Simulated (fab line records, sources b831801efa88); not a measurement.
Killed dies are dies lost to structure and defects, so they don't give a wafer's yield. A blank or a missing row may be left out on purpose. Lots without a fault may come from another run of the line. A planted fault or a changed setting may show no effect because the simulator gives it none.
Which tool did it? | flow gf180mcu | 11 lots, 33 wafers sampled, at 6 steps of a route of 602

WHAT THE GAUGES READ, wafer by wafer
GF_VT_IMPLANT_TW_MEAS_43.
lot  | measured     | on            | VT_IMPLANT_4_TW
L895 | day 8 08:26  | film_metro-03 | 697 699 697
L897 | day 8 23:38  | film_metro-02 | 697 699 694
L899 | day 9 13:21  | film_metro-04 | 675 677 675
L900 | day 9 20:14  | film_metro-04 | 675 677 672
L902 | day 10 09:17 | film_metro-02 | 702 697 701
L909 | day 12 09:04 | film_metro-02 | 30 30 30
L910 | day 12 12:55 | film_metro-02 | 31 30 30
L911 | day 12 19:40 | film_metro-03 | 30 30 30
L913 | day 13 11:52 | film_metro-03 | 695 695 694
L914 | day 13 17:25 | film_metro-04 | 675 674 675
L915 | day 14 01:53 | film_metro-03 | 702 702 702

GF_V1_THK_MEAS_01.
lot  | measured     | on            | V1_CVD_00_THK (nm)
L895 | day 18 05:35 | film_metro-02 | 594 605 608
L897 | day 19 06:35 | film_metro-04 | 593 591 605
L899 | day 20 01:49 | film_metro-02 | 601 598 586
L900 | day 20 09:51 | film_metro-02 | 609 593 594
L902 | day 21 01:38 | film_metro-04 | 606 603 605
L913 | day 24 16:44 | film_metro-04 | 592 602 598
L914 | day 24 22:49 | film_metro-04 | 599 589 595
L915 | day 25 07:56 | film_metro-02 | 582 593 590

GF_V1_THK_MEAS_25: measures by xrf.
lot  | measured     | on            | V1_W_THK (nm)
L895 | day 19 07:34 | film_metro-01 | 346 340 344
L897 | day 20 08:29 | film_metro-04 | 353 348 353
L899 | day 21 03:05 | film_metro-01 | 346 347 347
L900 | day 21 11:28 | film_metro-01 | 347 341 339
L902 | day 22 03:01 | film_metro-04 | 344 355 348
L913 | day 25 16:08 | film_metro-04 | 346 345 350
L914 | day 25 22:03 | film_metro-02 | 356 349 354
L915 | day 26 06:46 | film_metro-01 | 348 352 352

WHICH TOOL RAN EACH LOT (tool, then ch and the chambers of the sampled wafers, then the start)
lot  | GF_DNWELL_STRIP_08                  | GF_VT_IMPLANT_STRIP_31               | GF_VT_IMPLANT_STRIP_42
L895 | plasma_asher-04 ch 0,1, day 3 10:17 | plasma_asher-03 ch 0,1, day 7 15:35  | plasma_asher-03 ch 0,1, day 8 08:21
L897 | plasma_asher-03 ch 0,1, day 3 22:02 | plasma_asher-01 ch 1, day 8 06:34    | plasma_asher-03 ch 1, day 8 23:32
L899 | plasma_asher-04 ch 0,1, day 4 08:31 | plasma_asher-03 ch 0,1, day 8 20:13  | plasma_asher-01 ch 0,1, day 9 13:14
L900 | plasma_asher-04 ch 0,1, day 4 15:04 | plasma_asher-01 ch 0,1, day 9 02:14  | plasma_asher-04 ch 0,1, day 9 20:08
L902 | plasma_asher-02 ch 0,1, day 4 23:23 | plasma_asher-01 ch 0,1, day 9 16:01  | plasma_asher-03 ch 0,1, day 10 09:11
L909 | plasma_asher-03 ch 0,1, day 6 13:01 | plasma_asher-01 ch 0,1, day 11 13:23 | plasma_asher-01 ch 0,1, day 12 08:58
L910 | plasma_asher-04 ch 0,1, day 6 18:19 | plasma_asher-03 ch 0,1, day 11 17:46 | plasma_asher-04 ch 0,1, day 12 12:49
L911 | plasma_asher-04 ch 0,1, day 6 23:01 | plasma_asher-01 ch 0,1, day 12 00:07 | plasma_asher-04 ch 0,1, day 12 19:35
L913 | plasma_asher-03 ch 0, day 7 10:06   | plasma_asher-01 ch 1, day 12 15:49   | plasma_asher-04 ch 0,1, day 13 11:46
L914 | plasma_asher-04 ch 0,1, day 7 15:36 | plasma_asher-04 ch 0,1, day 12 21:50 | plasma_asher-01 ch 0,1, day 13 17:19
L915 | plasma_asher-03 ch 0,1, day 7 21:04 | plasma_asher-01 ch 0,1, day 13 05:19 | plasma_asher-04 ch 0,1, day 14 01:47
- GF_DNWELL_STRIP_08: strips in O2/N2.
- GF_VT_IMPLANT_STRIP_31: strips in O2/N2.
- GF_VT_IMPLANT_STRIP_42: strips in O2/N2.

WHAT THE TOOLS THEMSELVES READ (means of the sampled wafers that have a number; where no wafer has one, the mark that the record gives instead)
GF_DNWELL_STRIP_08.
lot  | tool            | chamber_pressure_mTorr (mTorr) | drypump_motor_current_A (A) | heater_power_w (W) | oes_product_au (a.u.) | strip_time_to_endpoint_s (s)
L895 | plasma_asher-04 | 1500.1                         | 5.4                         | 305                | 0.724                 | 37.04
L897 | plasma_asher-03 | 1500.2                         | 5.8                         | 309                | 0.724                 | 36.87
L899 | plasma_asher-04 | 1499.7                         | 5.4                         | 306                | 0.724                 | 37.04
L900 | plasma_asher-04 | 1500.2                         | 5.2                         | 317                | 0.724                 | 37.03
L902 | plasma_asher-02 | 1500.4                         | 5.8                         | 288                | 0.721                 | 36.94
L909 | plasma_asher-03 | 1500.7                         | 5.8                         | 305                | 0.723                 | 37.10
L910 | plasma_asher-04 | 1500.3                         | 5.5                         | 308                | 0.721                 | 36.91
L911 | plasma_asher-04 | 1501.2                         | 5.4                         | 303                | 0.725                 | 36.89
L913 | plasma_asher-03 | 1499.6                         | 5.9                         | 300                | 0.728                 | 37.03
L914 | plasma_asher-04 | 1500.1                         | 5.2                         | 314                | 0.722                 | 37.16
L915 | plasma_asher-03 | 1498.9                         | 5.8                         | 304                | 0.723                 | 36.90

GF_VT_IMPLANT_STRIP_31.
lot  | tool            | chamber_pressure_mTorr (mTorr) | drypump_motor_current_A (A) | heater_power_w (W) | oes_product_au (a.u.) | strip_time_to_endpoint_s (s)
L895 | plasma_asher-03 | 1500                           | 5.8                         | 304                | 0.714                 | 12.65
L897 | plasma_asher-01 | 1501                           | 6.2                         | 281                | 0.717                 | 12.69
L899 | plasma_asher-03 | 1499                           | 5.8                         | 307                | 0.715                 | 12.64
L900 | plasma_asher-01 | 1500                           | 6.2                         | 292                | 0.721                 | 12.64
L902 | plasma_asher-01 | 1500                           | 6.1                         | 300                | 0.718                 | 12.69
L909 | plasma_asher-01 | -                              | -                           | -                  | -                     | -
L910 | plasma_asher-03 | -                              | -                           | -                  | -                     | -
L911 | plasma_asher-01 | -                              | -                           | -                  | -                     | -
L913 | plasma_asher-01 | 1500                           | 6.2                         | 277                | 0.717                 | 12.67
L914 | plasma_asher-04 | 1500                           | 5.4                         | 302                | 0.713                 | 12.64
L915 | plasma_asher-01 | 1501                           | 6.2                         | 292                | 0.716                 | 12.62

GF_VT_IMPLANT_STRIP_42.
lot  | tool            | chamber_pressure_mTorr (mTorr) | drypump_motor_current_A (A) | heater_power_w (W) | oes_product_au (a.u.) | strip_time_to_endpoint_s (s)
L895 | plasma_asher-03 | 1500.5                         | 5.6                         | 313                | 0.713                 | 12.62
L897 | plasma_asher-03 | 1500.8                         | 5.5                         | 320                | 0.714                 | 12.67
L899 | plasma_asher-01 | 1499.6                         | 6.2                         | 289                | 0.717                 | 12.65
L900 | plasma_asher-04 | 1499.1                         | 5.2                         | 321                | 0.712                 | 12.70
L902 | plasma_asher-03 | 1499.6                         | 5.8                         | 302                | 0.717                 | 12.66
L909 | plasma_asher-01 | 1499.7                         | 6.1                         | 303                | 0.718                 | 27.71
L910 | plasma_asher-04 | 1500.4                         | 5.2                         | 313                | 0.719                 | 27.73
L911 | plasma_asher-04 | 1501.2                         | 5.2                         | 312                | 0.721                 | 27.65
L913 | plasma_asher-04 | 1501.3                         | 5.4                         | 305                | 0.715                 | 12.67
L914 | plasma_asher-01 | 1499.3                         | 6.1                         | 291                | 0.717                 | 12.68
L915 | plasma_asher-04 | 1500.6                         | 5.4                         | 306                | 0.714                 | 12.69

THE ANSWER, worked out from the rows above alone
Rule: what is usual is taken from the lots themselves. Put in order of their means at a reading, lots are off if they are a third of the lots or fewer, leave a main group of 4 or more, and stand apart from it by a gap of 3 or more times the standard deviation of the main group's means; of several such gaps the widest counts. A main group whose means are all the same, to the digits that the tables above print for the reading, isn't used. A lot without any number at a reading at which 4 lots or more have one is off too. The other lots that the step has rows for count as sound. The gauges are gone through in route order, then the tools' own readings, and for those a lot's mean is taken as printed above. The first step at which some lot is off is used, and at that step the reading that is off furthest; a lot without a number counts as furthest.
Off: L909, L910, L911, at GF_VT_IMPLANT_TW_MEAS_43 (VT_IMPLANT_4_TW). The main group: mean 690, standard deviation 11.
A tool fits if, at a process step before that reading, it ran every lot that is off, and no sound lot after the first of them. The gauges at GF_VT_IMPLANT_TW_MEAS_43 aren't tried: what is off there is off at GF_VT_IMPLANT_STRIP_31 too, on other tools, and a gauge's error can't cause that. None of those tried fits.

WHAT THE SIMULATOR HAD PUT IN
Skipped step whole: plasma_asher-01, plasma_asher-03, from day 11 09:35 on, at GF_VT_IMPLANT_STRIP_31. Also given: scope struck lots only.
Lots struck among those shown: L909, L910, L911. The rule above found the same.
